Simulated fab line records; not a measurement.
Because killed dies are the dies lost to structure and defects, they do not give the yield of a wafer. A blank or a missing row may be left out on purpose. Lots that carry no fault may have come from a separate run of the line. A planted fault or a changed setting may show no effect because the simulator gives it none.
Split-lot trial	flow gf180mcu	5 lots, 23 wafers read, on a route of 602 steps

== THE SPLIT ITSELF ==
At GF_STI_CVD_03 (deposits Si3N4 from DCS/NH3, target thk 207.16 nm, time 3551 s), the setting temp_c was moved away from the recipe's 770 C on 15 of the 23 wafers read, by -1.4% to +2.8%. All remaining wafers had this setting at the recipe value.

== FROM THE SPLIT TO THE READING: what the file shows between them, 5 steps ==
- GF_STI_THK_MEAS_04
- GF_STI_DEHYDRATE_05: time 60 s
- GF_STI_HMDS_06: prime time 60 s
- GF_STI_DEVELOP_11: develop time 60 s
- GF_STI_ETCH_13: etches the open film in CHF3/O2, stops on Si, target depth 282.31 nm, time 112.9 s

== THE READING ==
oes_product_au, in a.u., at GF_STI_ETCH_14 (etches Si in HBr/Cl2/O2, target depth 360 nm, time 102.9 s). Typical for fault-free wafers on this fab line: 1.000 a.u., with standard deviation 0.012 a.u.

wafer	tool, chamber at the split	temp_c as run, C	against the recipe	oes_product_au, a.u.	against lot-mates on the recipe
L076.3	lpcvd-02, 0	770	recipe	1.003	-
L076.4	lpcvd-02, 0	770	recipe	1.006	-
L076.5	lpcvd-02, 0	770	recipe	1.007	-
L078.1	-, -	790.6	+2.7%	0.377	no lot-mate on the recipe
L078.2	-, -	790.6	+2.7%	0.347	no lot-mate on the recipe
L078.4	-, -	790.6	+2.7%	0.347	no lot-mate on the recipe
L078.5	-, -	790.6	+2.7%	0.340	no lot-mate on the recipe
L078.6	-, -	790.6	+2.7%	0.353	no lot-mate on the recipe
L079.1	-, -	759.5	-1.4%	1.016	no lot-mate on the recipe
L079.2	-, -	759.5	-1.4%	1.011	no lot-mate on the recipe
L079.3	-, -	759.5	-1.4%	0.983	no lot-mate on the recipe
L079.5	-, -	759.5	-1.4%	1.021	no lot-mate on the recipe
L079.6	-, -	759.5	-1.4%	1.010	no lot-mate on the recipe
L082.1	-, -	770	recipe	1.014	-
L082.2	-, -	770	recipe	0.987	-
L082.3	-, -	770	recipe	1.017	-
L082.5	-, -	770	recipe	1.002	-
L082.6	-, -	770	recipe	1.051	-
L083.1	-, -	791.3	+2.8%	0.352	no lot-mate on the recipe
L083.2	-, -	791.3	+2.8%	0.348	no lot-mate on the recipe
L083.3	-, -	791.3	+2.8%	0.348	no lot-mate on the recipe
L083.4	-, -	791.3	+2.8%	0.362	no lot-mate on the recipe
L083.5	-, -	791.3	+2.8%	0.349	no lot-mate on the recipe

FIT RESULTS
A straight line over all 23 wafers: oes_product_au changes by -0.185 a.u. for each +1% of temp_c; r = -0.95; the points scatter about the line by 0.1 a.u.
Too few moved wafers with a lot-mate on the recipe to fit a line net of each lot's own level.

== THE WHOLE CHAIN: every reading that the file lists as answering this split, in the file's order ==
step	what it does	reading	change (the file's fit)	r (the file's)
GF_STI_CVD_03	deposits Si3N4 from DCS/NH3, target thk 207.16 nm, time 3551 s	Si3N4_of_STI_CVD_03.thk_nm (the simulator's own value, which no gauge read)	+35.1 nm for each +1% of the setting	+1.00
GF_STI_THK_MEAS_04		STI_CVD_03_THK	+35.1 for each +1% of the setting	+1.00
GF_STI_ETCH_13	etches the open film in CHF3/O2, stops on Si, target depth 282.31 nm, time 112.9 s	oes_product_au	+0.0622 a.u. for each +1% of the setting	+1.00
GF_STI_ETCH_14	etches Si in HBr/Cl2/O2, target depth 360 nm, time 102.9 s	oes_product_au	-0.185 a.u. for each +1% of the setting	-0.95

== THE FILE'S OWN FIT ==
oes_product_au changes by -0.185 a.u. for each +1% of temp_c, r = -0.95.
